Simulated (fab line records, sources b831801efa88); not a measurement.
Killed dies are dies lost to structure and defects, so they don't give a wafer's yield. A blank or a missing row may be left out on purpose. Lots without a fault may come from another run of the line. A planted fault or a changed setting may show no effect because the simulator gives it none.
Which tool did it? | flow gf180mcu | 11 lots, 33 wafers sampled, at 5 steps of a route of 602

WHAT THE GAUGES READ, wafer by wafer
GF_TOP_METAL_THK_MEAS_06: measures by xrf. Usual: TOP_METAL_ALCU_THK 899 nm, standard deviation 10.
lot  | measured     | on            | TOP_METAL_ALCU_THK (nm) | flag
L861 | day 27 15:01 | film_metro-03 | 889 894 898             |
L864 | day 28 12:51 | film_metro-03 | 901 908 898             |
L867 | day 29 07:29 | film_metro-03 | 886 896 888             |
L870 | day 30 05:25 | film_metro-03 | 885 899 902             |
L871 | day 30 10:46 | film_metro-02 | 905 907 916             |
L873 | day 30 22:52 | film_metro-03 | 905 900 884             |
L875 | day 31 15:01 | film_metro-02 | 901 885 879             |
L876 | day 31 17:26 | film_metro-01 | 898 895 902             |
L877 | day 31 23:35 | film_metro-01 | 888 903 899             |
L882 | day 33 04:25 | film_metro-02 | 906 905 915             |
L884 | day 33 15:08 | film_metro-02 | 901 898 890             |

GF_PASSIVATION_THK_MEAS_01. Usual: PASSIVATION_CVD_00_THK 1001 nm, standard deviation 13.
lot  | measured     | on            | PASSIVATION_CVD_00_THK (nm) | flag
L861 | day 28 12:34 | film_metro-04 | 984 996 1007                |
L864 | day 29 08:14 | film_metro-03 | 996 1004 1016               |
L867 | day 30 03:51 | film_metro-01 | 984 1009 1005               |
L870 | day 31 00:31 | film_metro-04 | 995 1005 1000               |
L871 | day 31 05:04 | film_metro-04 | 1002 984 1004               |
L873 | day 31 18:10 | film_metro-03 | 975 995 1007                |
L875 | day 32 08:58 | film_metro-01 | 988 1016 999                |
L876 | day 32 10:37 | film_metro-03 | 987 999 1006                |
L877 | day 32 16:52 | film_metro-04 | 1011 1006 1032              |
L882 | day 33 20:38 | film_metro-01 | 1102 1102 1116              | OFF
L884 | day 34 07:16 | film_metro-01 | 1114 1120 1130              | OFF

WHICH TOOL RAN EACH LOT (tool, then ch and the chambers of the sampled wafers, then the start)
lot  | GF_V5_SPUTTER_22             | GF_TOP_METAL_SPUTTER_01      | GF_PASSIVATION_CVD_00
L861 | pvd_sputter-01, day 27 14:02 | pvd_sputter-04, day 27 14:46 | pecvd-03 ch 0,1,2, day 28 12:28
L864 | pvd_sputter-01, day 28 11:52 | pvd_sputter-01, day 28 12:36 | pecvd-03 ch 0,1, day 29 08:09
L867 | pvd_sputter-03, day 29 06:30 | pvd_sputter-02, day 29 07:14 | pecvd-04 ch 0,2, day 30 03:45
L870 | pvd_sputter-01, day 30 04:22 | pvd_sputter-01, day 30 05:10 | pecvd-03 ch 0,1,2, day 31 00:27
L871 | pvd_sputter-03, day 30 09:47 | pvd_sputter-04, day 30 10:31 | pecvd-02 ch 0,1, day 31 05:00
L873 | pvd_sputter-02, day 30 21:54 | pvd_sputter-01, day 30 22:38 | pecvd-02 ch 0,1,2, day 31 18:05
L875 | pvd_sputter-02, day 31 14:01 | pvd_sputter-02, day 31 14:45 | pecvd-04 ch 0,1,2, day 32 08:52
L876 | pvd_sputter-02, day 31 16:27 | pvd_sputter-04, day 31 17:11 | pecvd-03 ch 1,2, day 32 10:31
L877 | pvd_sputter-03, day 31 22:37 | pvd_sputter-01, day 31 23:21 | pecvd-03 ch 1,2, day 32 16:47
L882 | pvd_sputter-02, day 33 03:27 | pvd_sputter-04, day 33 04:11 | pecvd-02 ch 1,2, day 33 20:33
L884 | pvd_sputter-03, day 33 14:10 | pvd_sputter-02, day 33 14:54 | pecvd-02 ch 1,2, day 34 07:11
- GF_V5_SPUTTER_22: material TiN, target thk 10 nm, time 40 s.
- GF_TOP_METAL_SPUTTER_01: material TiN, target thk 30 nm, time 25 s.
- GF_PASSIVATION_CVD_00: deposits SiO2 from TEOS, target thk 1000 nm, time 111.95 s.

WHAT THE TOOLS THEMSELVES READ (means of the sampled wafers that have a number; where no wafer has one, the mark that the record gives instead)
GF_V5_SPUTTER_22. Usual: throttle_valve_pct 29.8 %, standard deviation 0.62.
lot  | tool           | throttle_valve_pct (%) | flag
L861 | pvd_sputter-01 | 29.5                   |
L864 | pvd_sputter-01 | 29.9                   |
L867 | pvd_sputter-03 | 30.0                   |
L870 | pvd_sputter-01 | 29.7                   |
L871 | pvd_sputter-03 | 29.8                   |
L873 | pvd_sputter-02 | 29.5                   |
L875 | pvd_sputter-02 | 29.5                   |
L876 | pvd_sputter-02 | 30.4                   |
L877 | pvd_sputter-03 | 29.5                   |
L882 | pvd_sputter-02 | 29.6                   |
L884 | pvd_sputter-03 | 29.8                   |

GF_TOP_METAL_SPUTTER_01. Usual: throttle_valve_pct 30.0 %, standard deviation 0.53.
lot  | tool           | throttle_valve_pct (%) | flag
L861 | pvd_sputter-04 | 30.1                   |
L864 | pvd_sputter-01 | 29.6                   |
L867 | pvd_sputter-02 | 30.0                   |
L870 | pvd_sputter-01 | 29.9                   |
L871 | pvd_sputter-04 | 30.2                   |
L873 | pvd_sputter-01 | 29.7                   |
L875 | pvd_sputter-02 | 29.5                   |
L876 | pvd_sputter-04 | 30.1                   |
L877 | pvd_sputter-01 | 29.9                   |
L882 | pvd_sputter-04 | 29.7                   |
L884 | pvd_sputter-02 | 30.1                   |

GF_PASSIVATION_CVD_00. Usual: heater_power_w 678 W, standard deviation 80; rf_fwd_power_W 596.9 W, standard deviation 2.4; susceptor_temp_C 400.03 C, standard deviation 0.22.
lot  | tool     | heater_power_w (W) | rf_fwd_power_W (W) | susceptor_temp_C (C) | flag
L861 | pecvd-03 | 696                | 598.9              | 400.24               |
L864 | pecvd-03 | 669                | 597.3              | 400.03               |
L867 | pecvd-04 | 600                | 596.0              | 400.07               |
L870 | pecvd-03 | 664                | 597.0              | 399.95               |
L871 | pecvd-02 | 689                | 593.9              | 400.14               |
L873 | pecvd-02 | 726                | 599.2              | 399.97               |
L875 | pecvd-04 | 708                | 597.2              | 400.14               |
L876 | pecvd-03 | 597                | 595.2              | 400.03               |
L877 | pecvd-03 | 653                | 596.9              | 400.04               |
L882 | pecvd-02 | 634                | 836.8              | 400.28               | OFF
L884 | pecvd-02 | 610                | 836.5              | 400.02               | OFF

THE ANSWER, worked out from the rows above alone
Rule: a lot is off if the mean of its wafers that have a number lies more than 3 standard deviations from the usual mean. A lot without any number at a reading at which 4 lots or more have one is off too. The other lots that the step has rows for count as sound. The gauges are gone through in route order, then the tools' own readings, and for those a lot's mean is taken as printed above. The first step at which some lot is off is used, and at that step the reading that is off furthest; a lot without a number counts as furthest.
Off: L882, L884, at GF_PASSIVATION_THK_MEAS_01 (PASSIVATION_CVD_00_THK).
A tool fits if, at a process step before that reading, it ran every lot that is off, and no sound lot after the first of them. The gauges at GF_PASSIVATION_THK_MEAS_01 aren't tried: what is off there is off at GF_PASSIVATION_CVD_00 too, on other tools, and a gauge's error can't cause that. One fits: pecvd-02 at GF_PASSIVATION_CVD_00. Its last sound lot is L873 (day 31 18:05), its first lot that is off L882 (day 33 20:33): a fault that began between those two fits.
The tool's own readings at GF_PASSIVATION_CVD_00 bear it out: on the lots that are off they differ by more than 5 times the standard deviation of the sound lots' means. rf_fwd_power_W reads 836.6 W there against 596.8 W on the sound lots.

WHAT THE SIMULATOR HAD PUT IN
Process parameter drift: pecvd-02, from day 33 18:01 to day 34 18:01, at GF_PASSIVATION_CVD_00. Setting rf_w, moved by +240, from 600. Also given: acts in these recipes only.
Lots struck among those shown: L882, L884. The rule above found the same.
